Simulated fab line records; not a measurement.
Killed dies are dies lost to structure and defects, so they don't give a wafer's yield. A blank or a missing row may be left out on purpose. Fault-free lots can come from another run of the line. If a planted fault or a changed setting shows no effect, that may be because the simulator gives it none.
Which of the tools did it? | flow sky130 | 6 lots with 18 wafers sampled at 3 steps, on a route of 708 steps

## WHAT THE GAUGES SHOWED, per wafer
SKY_RES_PROTECT_TW_MEAS_08.
lot  | measured     | on            | POLY_GATE_TW
L729 | day 15 09:59 | film metro-03 | 4061 4072 4035
L732 | day 16 21:31 | film metro-02 | 4038 4057 4040
L734 | day 17 10:36 | film metro-02 | 4029 4055 4056
L742 | day 20 14:10 | film metro-03 | 4054 79 4049
L746 | day 22 02:47 | film metro-03 | 4052 4036 4050
L751 | day 23 12:46 | film metro-02 | 4055 4040 4063

## TOOL THAT RAN EACH LOT (tool first, then ch and the chambers of the sampled wafers, then the start)
lot  | SKY_SONOS_ONO_STRIP_17               | SKY_RES_PROTECT_DEVELOP_06
L729 | plasma asher-02 ch 0,1, day 13 00:03 | litho track-02 ch 0, day 15 09:38
L732 | plasma asher-02 ch 0,1, day 14 05:55 | litho track-01 ch 0, day 16 21:06
L734 | plasma asher-01 ch 0,1, day 14 19:22 | litho track-01 ch 0, day 17 10:12
L742 | plasma asher-01 ch 0,1, day 17 13:14 | litho track-04 ch 0, day 20 13:44
L746 | plasma asher-04 ch 0,1, day 19 03:00 | litho track-01 ch 0, day 22 02:25
L751 | plasma asher-04 ch 0,1, day 20 15:52 | litho track-02 ch 0, day 23 12:22
- SKY_SONOS_ONO_STRIP_17: strips in O2/N2.
- SKY_RES_PROTECT_DEVELOP_06: develop time 60 s.

## THE ANSWER, worked out from the rows above alone
Rule: usual is defined by the lots themselves. The widest of any qualifying gaps counts: lots, ordered by their means at a reading, are off when they make up no more than a third of the lots, leave a main group of 4 or more, and stand apart from it by 3 or more times the standard deviation of that group's means. A main group is skipped when, at the precision printed for the reading in the tables above, its means are all equal. A lot without any number at a reading at which 4 lots or more have one is off too. Any other lot the step has rows for is counted as sound.
Off: L742, at SKY_RES_PROTECT_TW_MEAS_08 (POLY_GATE_TW). Main group: mean 4049, sd 4.3.
A tool fits if, at a process step before that reading, it ran every lot that is off, and no sound lot after the first of them. The gauges at SKY_RES_PROTECT_TW_MEAS_08 are tried like those tools. Undecided on this evidence; 2 tools fit (plasma asher-01 at SKY_SONOS_ONO_STRIP_17, litho track-04 at SKY_RES_PROTECT_DEVELOP_06).

## WHAT THE SIMULATOR HAD INSERTED
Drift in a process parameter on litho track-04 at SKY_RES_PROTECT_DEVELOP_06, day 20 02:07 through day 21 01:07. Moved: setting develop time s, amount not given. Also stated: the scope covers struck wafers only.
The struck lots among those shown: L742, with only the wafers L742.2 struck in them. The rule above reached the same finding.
